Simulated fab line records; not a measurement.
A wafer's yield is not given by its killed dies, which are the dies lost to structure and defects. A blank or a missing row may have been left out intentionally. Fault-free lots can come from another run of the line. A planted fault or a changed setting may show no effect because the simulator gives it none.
Struck lot and sound lot, side by side -- flow sky130 -- 22 out of 708 route steps
Sound: wafers L442.1, L442.3, L442.4. Struck: wafer L450.2 (left out: L450.6, a lot-mate that was not struck); the cause follows at the end.
For every step that has rows: the tool of each side, followed by ch and its chambers, followed by its first start. Under that, the readings that differ: sound wafers -- struck wafers -- difference of the means -- sigmas: that difference in standard deviations of wafers without a fault.
alike: readings with means less than 2 such deviations apart, plus words and numbers identical on both sides. not compared: withheld readings, readings lacking a value on some wafer, bounds such as >300 that could conceal the same value, and numbers that have no deviation in the record and whose values overlap.
A row with sigmas, a row that says differs or no value, or rows on one side alone: a step with any of these is where the two part. Numbers that don't overlap but have no deviation are shown without sigmas and don't part them. A reading missing from all wafers of one side parts the sides only when that side holds two or more wafers.

first, 1 step without rows for these wafers: SKY_LOCAL_INTERCONNECT_CLEAN_18 (cleans in O3/DIW).
SKY_CONTACT_CVD_00: deposits Si3N4, target thk 75 nm.
  sound on pecvd-01 ch 0,2, day 33 03:17; struck on pecvd-02 ch 2, day 35 06:44
  alike: heater_power_w
SKY_CONTACT_THK_MEAS_01:
  sound on film_metro-02 at day 33 03:19; struck on film_metro-02 at day 35 06:49
  alike: CONTACT_CVD_00_THK
then, 1 step without rows for these wafers: SKY_CONTACT_HDPCVD_02 (deposits SiO2, target thk 565 nm, time 94.2 s).
SKY_CONTACT_THK_MEAS_03:
  sound on film_metro-01 at day 33 03:26; struck on film_metro-01 at day 35 06:57
reading,sound,struck,difference,sigmas
CONTACT_HDPCVD_THK (nm),559 564 556,575,+15,+3
SKY_CONTACT_CMP_04: polishes SiO2.
  sound on cmp-02 ch 0,1,2, day 33 03:30; struck on cmp-02 ch 3, day 35 07:00
reading,sound,struck,difference,sigmas
time_to_endpoint_s (s),80 83 76,88,+8,+2
  alike: head_pressure_psi, motor_current_A
SKY_CONTACT_BOW_MEAS_05:
  sound on film_metro-04 at day 33 03:48; struck on film_metro-01 at day 35 07:19
  alike: CONTACT_BOW
then, 5 steps without rows for these wafers: SKY_CONTACT_DEHYDRATE_06 (time 60 s); SKY_CONTACT_HMDS_07 (prime time 60 s); SKY_CONTACT_COAT_08 (resist thk 60 nm); SKY_CONTACT_COAT_09 (resist thk 450 nm); SKY_CONTACT_SOFTBAKE_10 (time 90 s).
SKY_CONTACT_EXPOSE_11: exposes mask CTM1, target cd 170 nm.
  sound on krf_scanner-01 ch 0, day 33 17:35; struck on krf_scanner-01 ch 0, day 35 20:46
  alike: mask, exposure_dose_mJ_cm2, reticle_temp_C, stage_vel_mm_s
then, 2 steps without rows for these wafers: SKY_CONTACT_PEB_12; SKY_CONTACT_DEVELOP_13 (develop time 60 s).
SKY_CONTACT_CD_MEAS_14: the cd target is 170 nm.
  sound on cd_sem-02 at day 34 05:42; struck on cd_sem-02 at day 36 09:29
reading,sound,struck,difference,sigmas
cd_nm (nm),169.8 171.4 170.1,149.8,-20.6,-17
SKY_CONTACT_OVL_MEAS_15:
  sound on overlay-01 at day 34 05:49; struck on overlay-01 at day 36 09:35
  alike: CONTACT_OVL
SKY_CONTACT_ETCH_16: etches BARC in N2/H2, stops on SiO2, time 45.9 s, target depth 60 nm.
  sound on rie_diel-01 ch 0,1,3, day 34 05:52; struck on rie_diel-04 ch 0, day 36 09:37
reading,sound,struck,difference,sigmas
model.CONTACT.cd_nm (nm),170.1 171.4 169.4,149.3,-21.0,
  alike: drypump_motor_current_A, n2_flow_sccm, oes_product_au, throttle_valve_pct
  not compared: rf_hours_counter_h
SKY_CONTACT_ETCH_17: etches SiO2 in C4F8/O2/Ar, stops on Si3N4, target depth 340 nm.
  sound on rie_diel-01 ch 0,1,3, day 34 05:54; struck on rie_diel-04 ch 0, day 36 09:40
reading,sound,struck,difference,sigmas
oes_product_au (a.u.),0.889 0.892 0.886,0.901,+0.012,+3
SKY_CONTACT_ETCH_18: etches Si3N4 in CHF3/O2, stops on TiN, time 39 s, target depth 75 nm.
  sound on rie_diel-01 ch 0,1,3; struck on rie_diel-04 ch 0
reading,sound,struck,difference,sigmas
throttle_valve_pct (%),8.806 8.806 8.803,8.774,-0.031,-3
model.CONTACT.cd_nm (nm),170.4 171.5 169.5,149.6,-20.9,
  alike: drypump_motor_current_A, oes_product_au
  not compared: rf_hours_counter_h
SKY_CONTACT_STRIP_19: strips in O2/N2.
  sound on plasma_asher-02 ch 0,1, day 34 05:59; struck on plasma_asher-01 ch 1, day 36 09:45
  alike: drypump_motor_current_A, n2_flow_sccm, oes_product_au, strip_time_to_endpoint_s
  not compared: rf_hours_counter_h
-- the record jumps here: 13 days lie between the struck wafers' starts before and after (it left off in module CONTACT and takes up again in module PAD_OPEN, whose first step shown is number 708 of the route) --
SKY_PAD_OPEN_PROBE_99:
  sound on prober-01 at day 47 20:51; struck on prober-02 at day 49 10:37
reading,sound,struck,difference,sigmas
killed_at_contacts,24 22 25,47,+23,+5
killed_dies,90 86 80,115,+30,+3
model.etest.mcon_chain.rc_ohm,16.16 15.86 17.47,19.61,+3.11,
  alike: killed_at_M0_to_M3, killed_at_M4_up, killed_at_front_end, killed_at_other, killed_open, killed_short

## WHERE THEY PART
First at SKY_CONTACT_THK_MEAS_03; last, within this record, at SKY_PAD_OPEN_PROBE_99.

WHY: what the simulator had put in
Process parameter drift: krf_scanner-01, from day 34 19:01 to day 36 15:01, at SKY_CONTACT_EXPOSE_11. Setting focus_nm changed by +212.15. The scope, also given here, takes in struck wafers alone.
